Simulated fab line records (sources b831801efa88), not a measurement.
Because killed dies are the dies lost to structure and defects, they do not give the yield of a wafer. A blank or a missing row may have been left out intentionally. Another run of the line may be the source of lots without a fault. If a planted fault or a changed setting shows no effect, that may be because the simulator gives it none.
Problem report, 8D (eight disciplines) form, completed by code || flow sky130 || the parts of the form that need people (team, actions taken, sign-off) are left out

== 1. THE PROBLEM ==
LOCAL_INTERCONNECT_TIN_RS at SKY_LOCAL_INTERCONNECT_RS_MEAS_01 reads a mean of 13.40 ohm/sq on 3 wafers of 2 lots; wafers without a fault read 14.15 ohm/sq with a standard deviation of 0.13. That puts it -5.8 standard deviations away from the usual mean.
The step: measures by four-point-probe.
The first sign was on wafer L353.4 at day 32 14:40, on filmMetro-03. The record holds 31 wafers of 11 lots with a number at this step. Rule for "out", or "out of limits": more than 4 standard deviations from the usual mean. Any other wafer with a number is counted as sound.

== 2. WHAT IT IS; WHAT IT IS NOT ==
{"question": "which readings at this step", "is": "LOCAL_INTERCONNECT_TIN_RS", "is not": "-"}
{"question": "which lots", "is": "L353, L357", "is not": "L343, L344, L346, L358, L360, L362, L364, L365, L366"}
{"question": "which wafers of those lots", "is": "L353.4, L353.5, L357.4", "is not": "L357.3"}
{"question": "read on which gauges", "is": "filmMetro-01, filmMetro-03", "is not": "filmMetro-04"}
{"question": "when", "is": "from day 32 14:40", "is not": "up to then (9 sound wafers); but 19 sound wafers of L357, L358, L360, L362, L364, L365, L366 came after"}

== 3. WHAT RULES OUT EACH SUSPECT ==
Counting: if a tool at a process step up to the reading ran every lot that is out, it stays a suspect. Sound lots after the first of them don't rule it out here, since some wafers of a struck lot are sound.
- the gauge at SKY_LOCAL_INTERCONNECT_RS_MEAS_01 has been ruled out. Those wafers that are out were read across 2 gauges (filmMetro-01, filmMetro-03).
- pvdSputter-04 at SKY_LOCAL_INTERCONNECT_SPUTTER_00 (material TiN, target thk 100 nm, time 83.3 s): kept. Every lot that is out went through it, the first being L353 (day 32 14:32); the last sound lot it ran before that was L343 (day 29 04:59).
Left after counting: pvdSputter-04 at SKY_LOCAL_INTERCONNECT_SPUTTER_00.

== 4. THE CAUSE (what the simulator had put in) ==
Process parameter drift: pvdSputter-04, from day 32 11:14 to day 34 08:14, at SKY_LOCAL_INTERCONNECT_SPUTTER_00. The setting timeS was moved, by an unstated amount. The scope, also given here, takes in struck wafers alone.
Only this tool survived the counting.

== 5. SEQUENCE OF EFFECTS, ordered by route ==
Each row: a reading where the mean over the struck wafers with a number is more than 3 standard deviations away from the usual. Scope: only readings with a usual standard deviation given in the record; hours: median across lots of the time from each lot's start at the first step in this table that gives one to its start at this step; sigmas: change in usual standard deviations.
{"hours": 0, "step": "SKY_LOCAL_INTERCONNECT_RS_MEAS_01", "reading": "LOCAL_INTERCONNECT_TIN_RS", "usual": "14.15 ohm/sq", "on struck wafers": 13.40, "change": -0.75, "sigmas": -5.8}
{"hours": 6, "step": "SKY_LOCAL_INTERCONNECT_THK_MEAS_02", "reading": "LOCAL_INTERCONNECT_TIN_THK", "usual": "101.3 nm", "on struck wafers": 106.7, "change": "+5.4", "sigmas": "+4.9"}
{"hours": 27, "step": "SKY_LOCAL_INTERCONNECT_METAL_ETCH_14", "reading": "oesProductAu", "usual": "0.940 a.u.", "on struck wafers": 0.967, "change": "+0.027", "sigmas": "+4.1"}
Process steps it contains:
- SKY_LOCAL_INTERCONNECT_METAL_ETCH_14: etches TiN in Cl2/BCl3, stops on PSG, target depth 110 nm, time 31.4 s.
At these later measuring or inspecting steps, every struck wafer for which the step has a row has a number for every such reading, and none has moved that far: SKY_LOCAL_INTERCONNECT_OVL_MEAS_12.

== 6. WHAT WOULD HAVE CAUGHT IT SOONER ==
3 hours passed between the start of the fault at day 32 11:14 and the first reading out of limits at a measuring or inspecting step in this record, taken at day 32 14:40.
No tool reading at SKY_LOCAL_INTERCONNECT_SPUTTER_00 that has a usual standard deviation in the record was out on any struck wafer, so an alarm limit of 4 standard deviations on those readings would not have fired.
Of the lots that are out (2), L357 began SKY_LOCAL_INTERCONNECT_SPUTTER_00 on pvdSputter-04 after day 32 14:40. A hold on the tool at that time would have spared it.
